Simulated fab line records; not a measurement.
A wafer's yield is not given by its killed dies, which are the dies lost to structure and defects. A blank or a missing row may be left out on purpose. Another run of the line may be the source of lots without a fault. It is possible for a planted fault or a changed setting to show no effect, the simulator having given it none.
Problem report in the 8D (eight disciplines) form, filled by code -- flow gf180mcu -- the parts of the form that need people (team, actions taken, sign-off) are left out

1. THE PROBLEM
Wafers without a fault read 0.973 a.u., standard deviation 0.0059; oes-product-au at GF_M1_METAL_ETCH_16 reads a mean of 0.785 a.u. on 6 wafers belonging to 2 lots. That is -32 standard deviations from the usual mean.
The step: etches the open film in Cl2/BCl3, stops on SiO2, target depth 627.5 nm, time 104.6 s.
Seen first at day 20 03:24 on rie-metal-02, wafer L300.1. The record holds 42 wafers of 14 lots with a number at this step. Rule for "out", or "out of limits": more than 4 standard deviations from the usual mean. Any other wafer with a number is counted as sound.

2. WHAT IT IS; WHAT IT IS NOT
question,is,is not
which readings at this step,"oes-product-au, throttle-valve-pct","drypump-motor-current-A, he-backside-leak-sccm, rf-fwd-power-W"
which lots,"L300, L301","L293, L295, L298, L305, L307, L308, L309, L311, L312, L313, L314, L315"
which wafers of those lots,all that have a number,-
read on which tools,rie-metal-02,"rie-metal-03, rie-metal-04"
when,from day 20 03:24,"up to then (9 sound wafers); but 27 sound wafers of L305, L307, L308, L309, L311, L312, L313, L314, L315 came after"

3. WHAT RULES OUT EACH SUSPECT
Counting: any tool at a process step up to the reading is kept as a suspect provided that every lot that is out went through it and no sound lot did after the first of them.
- rie-metal-02 at GF_M1_METAL_ETCH_16 (etches the open film in Cl2/BCl3, stops on SiO2, target depth 627.5 nm, time 104.6 s): ruled out as a lasting fault. The sound lots L311, L312, L313 went through it after L300, its earliest lot that is out (day 20 03:24).
Left after counting: nothing in the record.

4. THE CAUSE (what the simulator had put in)
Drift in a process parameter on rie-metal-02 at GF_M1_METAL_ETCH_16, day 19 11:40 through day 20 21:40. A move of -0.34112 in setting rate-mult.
Counting ruled it out, wrongly.

5. THE EFFECT CHAIN, in route order
Each row: a reading where the mean over the struck wafers with a number is more than 3 standard deviations away from the usual. Only readings whose record carries a usual standard deviation are examined. hours: median over the lots of the time between each lot's start at the first step of this table that gives one and its start at this step. sigmas: the change, counted in usual standard deviations.
hours,step,reading,usual,on struck wafers,change,sigmas
0,GF_M1_METAL_ETCH_16,oes-product-au,0.973 a.u.,0.785,-0.188,-32
0,GF_M1_METAL_ETCH_16,throttle-valve-pct,28.247 %,28.453,+0.206,+21
0,GF_M1_STRIP_17,oes-product-au,0.558 a.u.,0.591,+0.033,+7.7
0,GF_M1_STRIP_17,strip-time-to-endpoint-s,7.87 s,8.72,+0.85,+22
Here are the process steps it includes:
- GF_M1_METAL_ETCH_16: etches the open film in Cl2/BCl3, stops on SiO2, target depth 627.5 nm, time 104.6 s.
- GF_M1_STRIP_17: strips in O2/N2.
Later steps that measure or inspect, where all struck wafers having a row at the step show a number for every such reading and not one has moved that far: GF_V2_BOW_MEAS_05, GF_V4_CD_MEAS_14.

6. HOW IT WOULD HAVE BEEN CAUGHT EARLIER
First out-of-limits reading in this record: day 20 03:24, which is 16 hours after fault onset at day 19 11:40.
